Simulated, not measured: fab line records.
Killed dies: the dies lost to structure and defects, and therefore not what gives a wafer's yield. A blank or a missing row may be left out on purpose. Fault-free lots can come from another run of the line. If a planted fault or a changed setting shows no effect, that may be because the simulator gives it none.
fab line records -- flow sky130 -- part 1 of 2: steps 1 to 42 of 43
[record] lots = 6, wafers = 18, last_day = 50
route steps=708 shown CAPM@540 METAL3@555 VIA3@573 PAD_OPEN@708
lots untouched by any fault: they come from a run of this same line in which no faults occurred
start_h: start of the lot's first displayed wafer, in hours after the record's first day -- wait_h: hours elapsed since this lot's preceding step -- " same as the row above -- L1.1+2: one row covering several wafers at once -- - no value present, or no start provided -- * or withheld: withheld -- < > ~ a bound
route shown NAME@n: NAME is a module with steps in the file, n the number in the route of the first one -- usual: mean and standard deviation over wafers with no fault -- same: alike in all rows -- chamber/n: place in a boat -- sites: readings site by site -- _std_site: standard deviation across them -- _edge_site: mean of outer sites minus mean of inner sites -- radius_mm: for every site, how far away it sits from the centre of the wafer -- mask NAME#n: copy n -- behind: the last tool/chamber to shape the wafer -- hold: reason for holding the lot/hours on hold/outcome of the hold -- device: whichever transistor did not switch (one of n, p or np) -- end of line: the same wafers' tests at the end of the route -- a step given without rows: its recipe and nothing more -- killed: dies that structure and defects cost at the first sort, which is not the same as the wafer's yield -- map: the dies of a wafer, with x for killed, . for not killed, _ for no die there
set.NAME: the setting as run; set.NAME@STEP: as run at that earlier step -- model.NAME: the simulator's own value behind a step, which no gauge read
lots at selected steps of the route; one table per step, one row per wafer
services: the hour from which a tool's chamber was out of use, counted from the record's first day as start_h (under 0 if before that day), plus the number of hours and why
[[steps]]
[step SKY_CAPM_RS_MEAS_03]
[recipe] thk_meas_gauge = four-point-probe, reads = TiN_of_CAPM_SPUTTER_02
[usual] CAPM_TIN_RS = 6.89/0.062
lot.wafer,tool,chamber,start_h,wait_h,CAPM_TIN_RS[ohm/sq]
L348.2,film_metro-02,-,865.88,0.1,6.81
L348.3,film_metro-02,-,865.88,0.1,6.96
L348.6,film_metro-02,-,865.88,0.1,6.86
L350.4,film_metro-03,-,873.78,0.1,6.83
L350.5,film_metro-03,-,873.78,0.1,6.85
L350.6,film_metro-03,-,873.78,0.1,6.88
L360.2,film_metro-02,-,947.75,0.1,6.84
L360.4,film_metro-02,-,947.75,0.1,6.81
L360.6,film_metro-02,-,947.75,0.1,6.93
L361.1,film_metro-04,-,957.18,0.1,6.97
L361.5,film_metro-04,-,957.18,0.1,6.90
L361.6,film_metro-04,-,957.18,0.1,6.96
L364.3,film_metro-03,-,971.85,0.1,6.90
L364.4,film_metro-03,-,971.85,0.1,6.84
L364.5,film_metro-03,-,971.85,0.1,6.84
L370.1,film_metro-02,-,1026.34,0.1,6.87
L370.2,film_metro-02,-,1026.34,0.1,6.86
L370.3,film_metro-02,-,1026.34,0.1,6.82
[step SKY_CAPM_THK_MEAS_04]
[recipe] thk_meas_gauge = xrf, reads = TiN_of_CAPM_SPUTTER_02
[usual] CAPM_TIN_THK = 203.6/2.1
lot.wafer,tool,chamber,start_h,wait_h,CAPM_TIN_THK[nm]
L348.2,film_metro-02,-,865.99,0.1,205.4
L348.3,film_metro-02,-,865.99,0.1,200.5
L348.6,film_metro-02,-,865.99,0.1,204.3
L350.4,film_metro-03,-,873.87,0.1,204.8
L350.5,film_metro-03,-,873.87,0.1,204.8
L350.6,film_metro-03,-,873.87,0.1,205.2
L360.2,film_metro-02,-,947.86,0.1,203.8
L360.4,film_metro-02,-,947.86,0.1,205.1
L360.6,film_metro-02,-,947.86,0.1,202.2
L361.1,film_metro-04,-,957.30,0.1,200.6
L361.5,film_metro-04,-,957.30,0.1,203.8
L361.6,film_metro-04,-,957.30,0.1,201.3
L364.3,film_metro-03,-,971.95,0.1,204.3
L364.4,film_metro-03,-,971.95,0.1,205.2
L364.5,film_metro-03,-,971.95,0.1,205.9
L370.1,film_metro-02,-,1026.46,0.1,202.9
L370.2,film_metro-02,-,1026.46,0.1,203.5
L370.3,film_metro-02,-,1026.46,0.1,204.6
[step SKY_CAPM_DEHYDRATE_05]
[recipe] temp_c = 200, time_s = 60
[step SKY_CAPM_HMDS_06]
[recipe] prime_time_s = 60, prime_temp_c = 120
[step SKY_CAPM_COAT_07]
[recipe] resist = NOVOLAK, spin_rpm = 3000, resist_thk_nm = 1140
[step SKY_CAPM_SOFTBAKE_08]
[recipe] temp_c = 90, time_s = 60, resist = NOVOLAK
[step SKY_CAPM_EXPOSE_09]
[recipe] mask_id = CAPM, na = 0.6, source_shape = conventional, sigma_outer = 0.6, polarization = unpolarized, target_cd_nm = 1000, dose_mj = 159
[step SKY_CAPM_PEB_10]
[recipe] temp_c = withheld, time_s = *, resist = NOVOLAK
[step SKY_CAPM_DEVELOP_11]
[recipe] resist = NOVOLAK, developer = TMAH, develop_time_s = 60, dev_temp_c = 23
[step SKY_CAPM_OVL_MEAS_12]
[usual] CAPM_OVL = 0.8/1.2
lot.wafer,tool,chamber,start_h,wait_h,CAPM_OVL[nm]
L348.2,overlay-01,-,891.31,0.1,-0.1
L348.3,overlay-01,-,891.31,0.1,0.3
L348.6,overlay-01,-,891.31,0.1,0.7
L350.4,overlay-02,-,898.87,0.1,-0.3
L350.5,overlay-02,-,898.87,0.1,0.9
L350.6,overlay-02,-,898.87,0.1,0.6
L360.2,overlay-02,-,971.81,0.1,1.3
L360.4,overlay-02,-,971.81,0.1,0.9
L360.6,overlay-02,-,971.81,0.1,1.5
L361.1,overlay-02,-,981.03,0.1,1.2
L361.5,overlay-02,-,981.03,0.1,1.8
L361.6,overlay-02,-,981.03,0.1,2.1
L364.3,overlay-01,-,995.84,0.1,0.6
L364.4,overlay-01,-,995.84,0.1,-0.8
L364.5,overlay-01,-,995.84,0.1,-0.2
L370.1,overlay-02,-,1049.28,0.1,0.7
L370.2,overlay-02,-,1049.28,0.1,0.4
L370.3,overlay-02,-,1049.28,0.1,0.7
[step SKY_CAPM_METAL_ETCH_13]
[recipe] target_depth_nm = 220, stop_on = SiO2, chemistry = Cl2/BCl3, target = TiN, pressure_mtorr = 10, icp_w = 900, bias_w = 48.5, Cl2_flow_sccm = 60, bcl3_flow_sccm = 30, time_s = 62.9
[usual] drypump_motor_current_A = 5.3/0.49, oes_product_au = 0.942/0.0066, throttle_valve_pct = 21.901/0.011
lot.wafer,tool,chamber,start_h,wait_h,drypump_motor_current_A,oes_product_au,rf_hours_counter_h,throttle_valve_pct
L348.2,rie_metal-04,0,891.34,0.0,5.3,0.944,5,21.906
L348.3,rie_metal-04,1,891.34,0.0,5.3,0.938,-,21.913
L348.6,rie_metal-04,1,891.34,0.0,5.3,0.945,-,21.903
L350.4,rie_metal-04,1,898.92,0.0,5.3,0.945,-,21.914
L350.5,rie_metal-04,0,898.92,0.0,5.3,0.944,-,21.886
L350.6,rie_metal-04,1,898.92,0.0,5.3,0.951,-,21.883
L360.2,rie_metal-04,0,971.84,0.0,5.3,0.952,8,21.873
L360.4,rie_metal-04,1,971.84,0.0,5.3,0.949,-,21.900
L360.6,rie_metal-04,0,971.84,0.0,5.3,0.946,-,21.891
L361.1,rie_metal-02,1,981.06,0.0,4.9,0.932,4,21.894
L361.5,rie_metal-02,1,981.06,0.0,5.0,0.938,-,21.914
L361.6,rie_metal-02,0,981.06,0.0,6.5,0.941,-,21.899
L364.3,rie_metal-01,0,995.89,0.0,5.3,0.938,-,21.897
L364.4,rie_metal-01,1,995.89,0.0,4.8,0.942,-,21.892
L364.5,rie_metal-01,1,995.89,0.0,4.8,0.948,-,21.921
L370.1,rie_metal-04,0,1049.31,0.0,5.3,0.946,13,21.904
L370.2,rie_metal-04,1,1049.31,0.0,5.3,0.939,15,21.886
L370.3,rie_metal-04,1,1049.31,0.0,5.3,0.952,-,21.915
[step SKY_CAPM_STRIP_14]
[recipe] chemistry = O2/N2, power_w = 1400, pressure_mtorr = 1500, platen_temp_c = withheld, o2_flow_sccm = 3000, n2_flow_sccm = 300, overash_fraction = 0.5
[usual] drypump_motor_current_A = 5.9/0.5, o2_flow_sccm = 2999/9, oes_product_au = 0.711/0.0045, strip_time_to_endpoint_s = 12.65/0.046
lot.wafer,tool,chamber,start_h,wait_h,drypump_motor_current_A,o2_flow_sccm,oes_product_au,rf_hours_counter_h,strip_time_to_endpoint_s
L348.2,plasma_asher-03,1,891.42,0.1,6.2,3004,0.705,47,12.56
L348.3,plasma_asher-03,0,891.42,0.1,5.9,2992,0.709,-,12.58
L348.6,plasma_asher-03,1,891.42,0.1,6.2,3006,0.710,-,12.66
L350.4,plasma_asher-01,0,899.00,0.1,6.6,3004,0.706,-,12.69
L350.5,plasma_asher-01,0,899.00,0.1,6.7,3017,0.707,-,12.61
L350.6,plasma_asher-01,1,899.00,0.1,5.8,3000,0.712,-,12.70
L360.2,plasma_asher-03,0,971.94,0.1,5.9,2997,0.713,54,12.65
L360.4,plasma_asher-03,1,971.94,0.1,6.2,3002,0.717,-,12.67
L360.6,plasma_asher-03,1,971.94,0.1,6.2,3007,0.713,-,12.66
L361.1,plasma_asher-02,0,981.14,0.1,5.0,2999,0.705,115,12.68
L361.5,plasma_asher-02,1,981.14,0.1,6.1,3006,0.714,-,12.72
L361.6,plasma_asher-02,0,981.14,0.1,5.0,2987,0.708,-,12.70
L364.3,plasma_asher-02,1,995.97,0.1,6.0,2986,0.713,-,12.69
L364.4,plasma_asher-02,0,995.97,0.1,5.0,3006,0.712,-,12.68
L364.5,plasma_asher-02,0,995.97,0.1,5.0,3007,0.712,-,12.65
L370.1,plasma_asher-01,0,1049.39,0.1,6.6,3004,0.716,92,12.66
L370.2,plasma_asher-01,1,1049.39,0.1,5.8,2988,0.705,92,12.68
L370.3,plasma_asher-01,1,1049.39,0.1,5.8,3001,0.710,-,12.68
[step SKY_CAPM_STRIP_15]
[recipe] chemistry = post_etch_residue_remover, time_s = 1200, temp_c = 72.5
[usual] temp_c = 72.50/0.11
lot.wafer,tool,chamber,start_h,wait_h,temp_c
L348.2,wet_bench-01,0,891.52,0.1,72.52
L348.3,wet_bench-01,0,891.52,0.1,72.47
L348.6,wet_bench-01,0,891.52,0.1,72.79
L350.4,wet_bench-01,2,899.07,0.0,72.41
L350.5,wet_bench-01,2,899.07,0.0,72.46
L350.6,wet_bench-01,2,899.07,0.0,72.35
L360.2,wet_bench-02,2,972.04,0.1,72.62
L360.4,wet_bench-02,2,972.04,0.1,72.53
L360.6,wet_bench-02,2,972.04,0.1,72.62
L361.1,wet_bench-02,3,981.24,0.1,72.42
L361.5,wet_bench-02,3,981.24,0.1,72.48
L361.6,wet_bench-02,3,981.24,0.1,72.32
L364.3,wet_bench-01,3,996.04,0.0,72.56
L364.4,wet_bench-01,3,996.04,0.0,72.63
L364.5,wet_bench-01,3,996.04,0.0,72.59
L370.1,wet_bench-03,1,1049.49,0.1,72.64
L370.2,wet_bench-03,1,1049.49,0.1,72.61
L370.3,wet_bench-03,1,1049.49,0.1,72.44
[step SKY_CAPM_CLEAN_16]
[recipe] chemistry = IPA, time_s = 180, temp_c = 25
[step SKY_CAPM_CLEAN_17]
[recipe] chemistry = O3/DIW, dry = n2_spin
[step SKY_METAL3_DEHYDRATE_05]
[recipe] temp_c = 200, time_s = 60
[step SKY_METAL3_HMDS_06]
[recipe] prime_time_s = 60, prime_temp_c = 120
[step SKY_METAL3_COAT_07]
[recipe] resist = BARC, temp_c = withheld, time_s = withheld, spin_rpm = 3000, resist_thk_nm = 60
[step SKY_METAL3_COAT_08]
[recipe] resist = KrF-thick, spin_rpm = 3000, resist_thk_nm = 1140
[step SKY_METAL3_SOFTBAKE_09]
[recipe] temp_c = 100, time_s = 90, resist = KrF-thick
[step SKY_METAL3_EXPOSE_10]
[recipe] mask_id = MM3, na = 0.68, source_shape = annular, sigma_inner = 0.4, sigma_outer = 0.8, target_cd_nm = 300, dose_mj = 28
[step SKY_METAL3_PEB_11]
[recipe] peb_temp_c = withheld, peb_time_s = withheld, resist = KrF-thick
[step SKY_METAL3_DEVELOP_12]
[recipe] develop_time_s = 60, resist = KrF-thick, dev_temp_c = 21
[step SKY_METAL3_CD_MEAS_13]
[recipe] target_cd_nm = 300
[usual] cd_nm = 299.9/1.8
lot.wafer,tool,chamber,start_h,wait_h,cd_nm
L348.2,cd_sem-01,-,916.99,-,301.2
L348.3,cd_sem-01,-,916.99,-,301.0
L348.6,cd_sem-01,-,916.99,-,301.6
L350.4,cd_sem-01,-,923.85,-,298.8
L350.5,cd_sem-01,-,923.85,-,299.2
L350.6,cd_sem-01,-,923.85,-,299.0
L360.2,cd_sem-02,-,996.24,-,300.2
L360.4,cd_sem-02,-,996.24,-,302.2
L360.6,cd_sem-02,-,996.24,-,301.0
L361.1,cd_sem-01,-,1004.92,-,299.5
L361.5,cd_sem-01,-,1004.92,-,296.6
L361.6,cd_sem-01,-,1004.92,-,300.0
L364.3,cd_sem-02,-,1019.17,-,300.9
L364.4,cd_sem-02,-,1019.17,-,301.1
L364.5,cd_sem-02,-,1019.17,-,302.3
L370.1,cd_sem-02,-,1072.03,-,298.3
L370.2,cd_sem-02,-,1072.03,-,297.4
L370.3,cd_sem-02,-,1072.03,-,298.6
[step SKY_METAL3_OVL_MEAS_14]
[usual] METAL3_OVL = 1/4.9
lot.wafer,tool,chamber,start_h,wait_h,METAL3_OVL[nm]
L348.2,overlay-01,-,917.10,0.1,-4
L348.3,overlay-01,-,917.10,0.1,-4
L348.6,overlay-01,-,917.10,0.1,1
L350.4,overlay-01,-,923.93,0.1,12
L350.5,overlay-01,-,923.93,0.1,7
L350.6,overlay-01,-,923.93,0.1,10
L360.2,overlay-02,-,996.35,0.1,2
L360.4,overlay-02,-,996.35,0.1,4
L360.6,overlay-02,-,996.35,0.1,-1
L361.1,overlay-02,-,1005.04,0.1,8
L361.5,overlay-02,-,1005.04,0.1,7
L361.6,overlay-02,-,1005.04,0.1,-2
L364.3,overlay-02,-,1019.26,0.1,0
L364.4,overlay-02,-,1019.26,0.1,1
L364.5,overlay-02,-,1019.26,0.1,1
L370.1,overlay-02,-,1072.15,0.1,-1
L370.2,overlay-02,-,1072.15,0.1,-3
L370.3,overlay-02,-,1072.15,0.1,0
[step SKY_METAL3_DESCUM_15]
[recipe] chemistry = O2, source_power_w = 150, bias_power_w = 0, pressure_mtorr = 10, temp_c = 40, time_s = 8
[usual] drypump_motor_current_A = 5.6/0.64, oes_product_au = 0.998/0.012, temp_c = 40.00/0.092
lot.wafer,tool,chamber,start_h,wait_h,drypump_motor_current_A,oes_product_au,rf_hours_counter_h,temp_c
L348.2,rie_metal-02,0,917.13,0.0,6.5,0.998,17,39.95
L348.3,rie_metal-02,1,917.13,0.0,5.0,0.977,-,39.89
L348.6,rie_metal-02,1,917.13,0.0,5.0,0.977,-,39.81
L350.4,rie_metal-02,1,923.96,0.0,5.0,0.983,-,40.08
L350.5,rie_metal-02,0,923.96,0.0,6.4,1.015,-,40.11
L350.6,rie_metal-02,1,923.96,0.0,5.0,0.988,-,40.12
L360.2,rie_metal-02,0,996.38,0.0,6.4,1.010,21,39.91
L360.4,rie_metal-02,0,996.38,0.0,6.5,1.001,-,40.07
L360.6,rie_metal-02,0,996.38,0.0,6.5,1.011,-,39.92
L361.1,rie_metal-03,1,1005.08,0.0,5.6,1.005,11,40.10
L361.5,rie_metal-03,1,1005.08,0.0,5.6,1.000,-,39.98
L361.6,rie_metal-03,1,1005.08,0.0,5.6,1.005,-,39.87
L364.3,rie_metal-02,0,1019.29,0.0,6.5,1.018,-,40.07
L364.4,rie_metal-02,1,1019.29,0.0,4.9,0.976,-,40.09
L364.5,rie_metal-02,0,1019.29,0.0,6.5,1.007,-,40.04
L370.1,rie_metal-01,0,1072.18,0.0,5.3,1.009,20,40.07
L370.2,rie_metal-01,1,1072.18,0.0,4.8,1.014,9,39.91
L370.3,rie_metal-01,1,1072.18,0.0,4.8,1.004,-,40.11
[step SKY_METAL3_ETCH_16]
[recipe] chemistry = N2/H2, target = BARC, ion_energy_ev = 200, bias_w = 100, pressure_mtorr = 30, n2_flow_sccm = 100, h2_flow_sccm = 200, icp_w = 500, stop_on = SiO2, time_s = 88.2, target_depth_a = 600
[step SKY_METAL3_ETCH_17]
[recipe] target = SiO2, stop_on = TiN, chemistry = C4F8/O2/Ar, source_w = 1500, bias_w = 1200, pressure_mtorr = 40, c4f8_flow_sccm = withheld, O2_flow_sccm = 6, Ar_flow_sccm = 300, time_s = 3.9, target_depth_a = 150
[usual] oes_product_au = 0.755/0.007
lot.wafer,tool,chamber,start_h,wait_h,oes_product_au,rf_hours_counter_h
L348.2,rie_diel-03,3,917.26,0.1,0.751,2
L348.3,rie_diel-03,0,917.26,0.1,0.743,24
L348.6,rie_diel-03,1,917.26,0.1,0.752,-
L350.4,rie_diel-03,2,924.08,0.0,0.764,18
L350.5,rie_diel-03,2,924.08,0.0,0.769,-
L350.6,rie_diel-03,1,924.08,0.0,0.762,-
L360.2,rie_diel-04,3,996.51,0.1,0.750,12
L360.4,rie_diel-04,1,996.51,0.1,0.753,15
L360.6,rie_diel-04,3,996.51,0.1,0.766,-
L361.1,rie_diel-02,3,1005.34,0.2,0.755,9
L361.5,rie_diel-02,0,1005.34,0.2,0.760,-
L361.6,rie_diel-02,3,1005.34,0.2,0.768,-
L364.3,rie_diel-04,2,1019.41,0.0,0.755,6
L364.4,rie_diel-04,0,1019.41,0.0,0.746,14
L364.5,rie_diel-04,0,1019.41,0.0,0.758,-
L370.1,rie_diel-04,0,1072.31,0.1,0.752,16
L370.2,rie_diel-04,3,1072.31,0.1,0.757,14
L370.3,rie_diel-04,1,1072.31,0.1,0.754,18
[step SKY_METAL3_METAL_ETCH_18]
[recipe] target_depth_a = 8450, stop_on = SiO2, over_etch_frac = 0.3, time_s = 183.1, chemistry = Cl2/BCl3, resist_sidewall_deg = 88, pressure_mtorr = 10, icp_w = 900, bias_w = 48.5, Cl2_flow_sccm = 60, bcl3_flow_sccm = 30
[step SKY_METAL3_STRIP_19]
[recipe] chemistry = O2/N2, power_w = 1400, pressure_mtorr = 1500, platen_temp_c = withheld, o2_flow_sccm = 3000, n2_flow_sccm = 300, overash_fraction = 0.5
[usual] drypump_motor_current_A = 5.8/0.53, o2_flow_sccm = 3001/8.9, oes_product_au = 0.502/0.0057, strip_time_to_endpoint_s = 6.52/0.085
lot.wafer,tool,chamber,start_h,wait_h,drypump_motor_current_A,o2_flow_sccm,oes_product_au,rf_hours_counter_h,strip_time_to_endpoint_s
L348.2,plasma_asher-02,1,917.46,0.1,6.1,3012,0.501,109,6.56
L348.3,plasma_asher-02,1,917.46,0.1,6.1,3006,0.496,-,6.48
L348.6,plasma_asher-02,1,917.46,0.1,6.1,3005,0.505,-,6.60
L350.4,plasma_asher-02,0,924.31,0.1,5.0,3014,0.510,-,6.63
L350.5,plasma_asher-02,0,924.31,0.1,5.0,3010,0.501,-,6.67
L350.6,plasma_asher-02,1,924.31,0.1,6.0,3010,0.503,-,6.61
L360.2,plasma_asher-04,0,996.71,0.1,6.6,2997,0.509,25,6.60
L360.4,plasma_asher-04,0,996.71,0.1,6.6,2999,0.508,-,6.59
L360.6,plasma_asher-04,1,996.71,0.1,5.8,3002,0.513,-,6.59
L361.1,plasma_asher-02,0,1005.54,0.1,4.9,3012,0.502,117,6.45
L361.5,plasma_asher-02,1,1005.54,0.1,6.1,3001,0.505,-,6.61
L361.6,plasma_asher-02,0,1005.54,0.1,5.0,3008,0.500,-,6.45
L364.3,plasma_asher-04,0,1019.64,0.1,6.6,3015,0.494,-,6.56
L364.4,plasma_asher-04,1,1019.64,0.1,5.8,3017,0.506,-,6.54
L364.5,plasma_asher-04,0,1019.64,0.1,6.6,3009,0.504,-,6.55
L370.1,plasma_asher-04,0,1072.51,0.1,6.6,2998,0.507,33,6.59
L370.2,plasma_asher-04,1,1072.51,0.1,5.8,2992,0.498,33,6.48
L370.3,plasma_asher-04,1,1072.51,0.1,5.8,2998,0.503,-,6.52
[step SKY_METAL3_STRIP_20]
[recipe] chemistry = post_etch_residue_remover, time_s = 1200, temp_c = 72.5
[step SKY_METAL3_CLEAN_21]
[recipe] chemistry = IPA, time_s = 180, temp_c = 25
[step SKY_METAL3_CLEAN_22]
[recipe] chemistry = O3/DIW, dry = n2_spin
[step SKY_VIA3_HDPCVD_00]
[recipe] material = SiO2, target_thk_nm = 1635, sigma_open_frac = 0.3, time_s = 272.5, temp_c = 400, sih4_flow_sccm = 60, pressure_mtorr = 6
[step SKY_VIA3_THK_MEAS_01]
[recipe] reads = SiO2_of_VIA3_HDPCVD_00
[usual] VIA3_HDPCVD_THK = 1638/18
lot.wafer,tool,chamber,start_h,wait_h,VIA3_HDPCVD_THK[nm]
L348.2,film_metro-01,-,918.29,0.1,1659
L348.3,film_metro-01,-,918.29,0.1,1621
L348.6,film_metro-01,-,918.29,0.1,1643
L350.4,film_metro-01,-,925.13,0.0,1672
L350.5,film_metro-01,-,925.13,0.0,1637
L350.6,film_metro-01,-,925.13,0.0,1627
L360.2,film_metro-04,-,997.48,0.1,1627
L360.4,film_metro-04,-,997.48,0.1,1631
L360.6,film_metro-04,-,997.48,0.1,1636
L361.1,film_metro-03,-,1006.33,0.1,1635
L361.5,film_metro-03,-,1006.33,0.1,1631
L361.6,film_metro-03,-,1006.33,0.1,1633
L364.3,film_metro-04,-,1020.43,0.1,1642
L364.4,film_metro-04,-,1020.43,0.1,1651
L364.5,film_metro-04,-,1020.43,0.1,1632
L370.1,film_metro-04,-,1073.31,0.1,1645
L370.2,film_metro-04,-,1073.31,0.1,1690
L370.3,film_metro-04,-,1073.31,0.1,1650
[step SKY_VIA3_CMP_02]
[recipe] material = SiO2, down_force_psi = 4, platen_rpm = 60, pad_velocity_m_s = 0.94248
[step SKY_VIA3_BOW_MEAS_03]
[recipe] mode = bow
[usual] VIA3_BOW = 79/8.9
lot.wafer,tool,chamber,start_h,wait_h,VIA3_BOW[um]
L348.2,film_metro-03,-,918.66,0.1,70
L348.3,film_metro-03,-,918.66,0.1,70
L348.6,film_metro-03,-,918.66,0.1,62
L350.4,film_metro-03,-,925.55,0.3,70
L350.5,film_metro-03,-,925.55,0.3,67
L350.6,film_metro-03,-,925.55,0.3,68
L360.2,film_metro-03,-,998.04,0.1,72
L360.4,film_metro-03,-,998.04,0.1,76
L360.6,film_metro-03,-,998.04,0.1,85
L361.1,film_metro-01,-,1006.69,0.2,96
L361.5,film_metro-01,-,1006.69,0.2,89
L361.6,film_metro-01,-,1006.69,0.2,99
L364.3,film_metro-04,-,1020.81,0.2,82
L364.4,film_metro-04,-,1020.81,0.2,86
L364.5,film_metro-04,-,1020.81,0.2,79
L370.1,film_metro-01,-,1073.67,0.1,58
L370.2,film_metro-01,-,1073.67,0.1,70
L370.3,film_metro-01,-,1073.67,0.1,72
[step SKY_VIA3_DEHYDRATE_04]
[recipe] temp_c = 200, time_s = 60
[step SKY_VIA3_HMDS_05]
[recipe] prime_time_s = 60, prime_temp_c = 120
[step SKY_VIA3_COAT_06]
[recipe] resist = BARC, temp_c = withheld, time_s = withheld, spin_rpm = 3000, resist_thk_nm = 60
[step SKY_VIA3_COAT_07]
[recipe] resist = KrF-thick, spin_rpm = 3000, resist_thk_nm = 450
[step SKY_VIA3_SOFTBAKE_08]
[recipe] temp_c = 100, time_s = 90, resist = KrF-thick
